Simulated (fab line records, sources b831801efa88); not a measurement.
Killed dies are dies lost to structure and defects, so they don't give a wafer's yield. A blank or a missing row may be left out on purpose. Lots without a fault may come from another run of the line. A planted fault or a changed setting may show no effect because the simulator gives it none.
Chamber matching | flow gf180mcu | GF_POLY_GATE_ETCH_13 on rie_si-02: 4 sister chambers
The step etches poly-Si in HBr/Cl2, stops on SiO2, target depth 198.5 nm, time 69.6 s. 4 wafers are shown with their chamber, then 10 later ones without.

WAFERS WITH THEIR CHAMBER
wafer  | chamber | oes_product_au (a.u.)
L088.6 | 0       | 0.981
L089.2 | 1       | 0.993
L090.1 | 3       | 1.000
L090.2 | 2       | 0.975

WAFERS WITHOUT THEIR CHAMBER
wafer  | oes_product_au (a.u.)
L090.3 | 0.995
L092.1 | 1.001
L092.2 | 0.996
L092.5 | 1.001
L095.1 | 0.994
L095.4 | 0.989
L095.5 | 0.995
L097.1 | 0.992
L097.3 | 1.000
L097.5 | 0.989

WHICH CHAMBER EACH WENT THROUGH
wafer  | from the rows above     | in truth
L090.3 | can't be placed: 1 or 3 | 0
L092.1 | 3                       | 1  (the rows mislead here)
L092.2 | can't be placed: 1 or 3 | 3
L092.5 | 3                       | 3
L095.1 | 1                       | 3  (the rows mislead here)
L095.4 | can't be placed: 1 or 0 | 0
L095.5 | can't be placed: 1 or 3 | 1
L097.1 | 1                       | 1
L097.3 | 3                       | 3
L097.5 | can't be placed: 1 or 0 | 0
Placed correctly: 3 of 10. Can't be placed from these rows: 5 (the true chamber is among the candidates in 4). Placed wrongly: 2.
How it was worked out, from the rows above alone: a wafer's distance from a chamber is the root of the sum, over the readings, of the square of ((its reading less the chamber's mean) divided by the reading's scatter). The wafer belongs to the nearest chamber; if the next one is less than 2 further off, it can't be placed. A chamber's mean is the mean of its shown wafers. The scatter: with one shown wafer a chamber, the root of the mean of the squares of how far each hidden wafer lies from its nearest shown one.
